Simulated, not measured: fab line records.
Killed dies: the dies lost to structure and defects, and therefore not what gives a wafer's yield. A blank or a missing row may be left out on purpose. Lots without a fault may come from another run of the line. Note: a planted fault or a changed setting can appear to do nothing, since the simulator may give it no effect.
Chamber matching / flow sky130 / SKY_SONOS_ONO_ETCH_15 on rie diel-04 has 4 sister chambers
The step etches the open film in CHF3/O2, target depth 19.52 nm, time 7.8 s. 4 wafers are shown with their chamber, then 7 later ones without.

WAFERS, EACH WITH ITS CHAMBER
wafer=L218.1; chamber=2; drypump motor current A (A)=5.8
wafer=L218.5; chamber=3; drypump motor current A (A)=5.3
wafer=L220.1; chamber=1; drypump motor current A (A)=5.1
wafer=L220.3; chamber=0; drypump motor current A (A)=5.6

WAFERS WHOSE CHAMBER IS MISSING
wafer=L220.4; drypump motor current A (A)=5.2
wafer=L219.1; drypump motor current A (A)=5.7
wafer=L219.2; drypump motor current A (A)=5.1
wafer=L219.4; drypump motor current A (A)=5.3
wafer=L223.3; drypump motor current A (A)=5.3
wafer=L223.4; drypump motor current A (A)=5.1
wafer=L223.5; drypump motor current A (A)=5.9

EACH ONE'S CHAMBER
wafer=L220.4; from the rows above=can't be placed: 3 or 1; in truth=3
wafer=L219.1; from the rows above=can't be placed: 2 or 0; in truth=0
wafer=L219.2; from the rows above=1; in truth=1
wafer=L219.4; from the rows above=3; in truth=3
wafer=L223.3; from the rows above=3; in truth=3
wafer=L223.4; from the rows above=1; in truth=1
wafer=L223.5; from the rows above=2; in truth=2
5 of 7 placed correctly. Not placeable from these rows: 2 (in 2, the candidates include the true chamber). Number placed wrongly: 0.
How it was worked out, from the rows above alone: a wafer's distance from a chamber is the root of the sum, over the readings, of the square of ((its reading less the chamber's mean) divided by the reading's scatter). If the next closest chamber is less than 2 further off than the closest, the wafer can't be placed; otherwise it belongs to the closest. Each chamber's mean is taken over the wafers shown for it. The scatter: root of mean squared gap, hidden wafer to nearest shown wafer, with one shown wafer a chamber.
